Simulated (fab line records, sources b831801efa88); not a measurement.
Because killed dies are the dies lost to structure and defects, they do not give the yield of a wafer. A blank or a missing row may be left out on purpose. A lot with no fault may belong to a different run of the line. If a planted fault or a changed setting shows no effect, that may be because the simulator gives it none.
Which tool did it?	flow gf180mcu	24 lots with 72 wafers sampled at 2 steps, on a route of 602 steps

## WHAT THE GAUGES READ, wafer by wafer
GF_M3_RS_MEAS_05: measures by four-point-probe.
lot	measured	on	M3_ALCU_RS (ohm/sq)
L074	day 20 16:04	filmMetro-04	0.0697 0.0694 0.0703
L075	day 20 17:56	filmMetro-01	0.0698 0.0705 0.0704
L077	day 21 18:41	filmMetro-03	0.0707 0.0702 0.0703
L076	day 21 19:19	filmMetro-03	0.0703 0.0698 0.0705
L078	day 21 21:37	filmMetro-03	0.0689 0.0696 0.0684
L079	day 22 15:07	filmMetro-04	0.0710 0.0716 0.0718
L080	day 22 17:21	filmMetro-01	0.0698 0.0693 0.0690
L081	day 23 04:11	filmMetro-01	0.0696 0.0705 0.0697
L082	day 23 08:44	filmMetro-04	0.0701 0.0718 0.0706
L083	day 23 16:20	filmMetro-03	0.0700 0.0698 0.0703
L084	day 23 22:05	filmMetro-03	0.0703 0.0715 0.0713
L085	day 24 12:37	filmMetro-03	0.0689 0.0682 0.0695
L086	day 24 14:54	filmMetro-04	0.0700 0.0699 0.0705
L087	day 25 02:41	filmMetro-04	0.0696 0.0692 0.0705
L088	day 25 10:55	filmMetro-04	0.0702 0.0703 0.0717
L089	day 25 13:00	filmMetro-03	0.0694 0.0684 0.0700
L090	day 25 21:55	filmMetro-04	0.0700 0.0706 0.0697
L091	day 26 05:26	filmMetro-03	0.0696 0.0678 0.0694
L092	day 26 16:50	filmMetro-01	0.0685 0.0696 0.0699
L093	day 26 21:29	filmMetro-01	0.0697 0.0700 0.0709
L094	day 27 06:02	filmMetro-04	0.0699 0.0708 0.0704
L095	day 27 13:13	filmMetro-04	0.0696 0.0696 0.0683
L096	day 27 18:06	filmMetro-04	0.0701 0.0711 0.0699
L097	day 28 00:53	filmMetro-01	0.0699 0.0695 0.0699

## WHAT TOOL EACH LOT RAN ON (gives the tool, then ch and the chambers of the sampled wafers, and finally the start)
lot	GF_SALICIDE_RTA_08
L074	rtpAnneal-01 ch 0, day 15 11:06
L075	rtpAnneal-02 ch 0, day 15 13:02
L077	rtpAnneal-01 ch 0, day 16 12:01
L076	rtpAnneal-01 ch 0, day 16 12:18
L078	rtpAnneal-01 ch 0, day 16 14:35
L079	rtpAnneal-01 ch 0, day 17 08:10
L080	rtpAnneal-01 ch 0, day 17 08:49
L081	rtpAnneal-02 ch 0, day 17 19:47
L082	rtpAnneal-01 ch 0, day 18 02:01
L083	rtpAnneal-02 ch 0, day 18 10:15
L084	rtpAnneal-02 ch 0, day 18 15:17
L085	rtpAnneal-02 ch 0, day 19 06:02
L086	rtpAnneal-02 ch 0, day 19 08:56
L087	rtpAnneal-01 ch 0, day 19 21:49
L088	rtpAnneal-01 ch 0, day 20 07:27
L089	rtpAnneal-01 ch 0, day 20 09:38
L090	rtpAnneal-02 ch 0, day 20 20:02
L091	rtpAnneal-01 ch 0, day 21 05:40
L092	rtpAnneal-02 ch 0, day 21 17:14
L093	rtpAnneal-02 ch 0, day 21 22:13
L094	rtpAnneal-01 ch 0, day 22 08:41
L095	rtpAnneal-01 ch 0, day 22 18:29
L096	rtpAnneal-02 ch 0, day 22 22:55
L097	rtpAnneal-01 ch 0, day 23 08:29
- GF_SALICIDE_RTA_08: time 30 s.

## WHAT THE TOOLS THEMSELVES READ (means of the sampled wafers that have a number; where no wafer has one, the mark that the record gives instead)
GF_SALICIDE_RTA_08.
lot	tool	annealTempCMax	lampPowerPct (%)	wafer_temp_C_max
L074	rtpAnneal-01	804.1	16.2	804.0
L075	rtpAnneal-02	802.5	14.5	802.1
L077	rtpAnneal-01	803.6	16.2	803.2
L076	rtpAnneal-01	803.8	16.2	803.7
L078	rtpAnneal-01	804.7	16.2	803.5
L079	rtpAnneal-01	804.0	16.2	802.9
L080	rtpAnneal-01	803.9	16.2	803.2
L081	rtpAnneal-02	802.5	14.5	801.6
L082	rtpAnneal-01	803.9	16.2	804.1
L083	rtpAnneal-02	802.6	14.5	801.9
L084	rtpAnneal-02	802.7	14.5	802.0
L085	rtpAnneal-02	802.8	14.5	801.9
L086	rtpAnneal-02	802.7	14.5	801.7
L087	rtpAnneal-01	804.1	16.2	804.0
L088	rtpAnneal-01	804.7	16.2	803.5
L089	rtpAnneal-01	804.3	16.2	803.2
L090	rtpAnneal-02	802.0	14.5	801.7
L091	rtpAnneal-01	804.9	16.2	803.6
L092	rtpAnneal-02	802.8	14.5	802.1
L093	rtpAnneal-02	802.7	14.5	801.5
L094	rtpAnneal-01	804.8	16.2	803.9
L095	rtpAnneal-01	804.0	16.2	803.4
L096	rtpAnneal-02	802.9	14.5	802.1
L097	rtpAnneal-01	803.3	16.2	803.9

## THE ANSWER, worked out from the rows above alone
Rule: the lots themselves supply what counts as usual. Put in order of their means at a reading, lots are off if they are a third of the lots or fewer, leave a main group of 4 or more, and stand apart from it by a gap of 3 or more times the standard deviation of the main group's means; of several such gaps the widest counts. The tables above print the reading to a certain number of digits; a main group whose means all agree to those digits is not used. A lot without any number at a reading at which 4 lots or more have one is off too. Any other lot the step has rows for is counted as sound. After the gauges, taken in route order, come the tools' own readings; for these a lot's mean is taken, as printed above. The first step at which some lot is off is used, and at that step the reading that is off furthest; a lot without a number counts as furthest.
No lot is off at any reading shown: from this, nothing can be told.

## WHAT HAD BEEN PUT IN BY THE SIMULATOR
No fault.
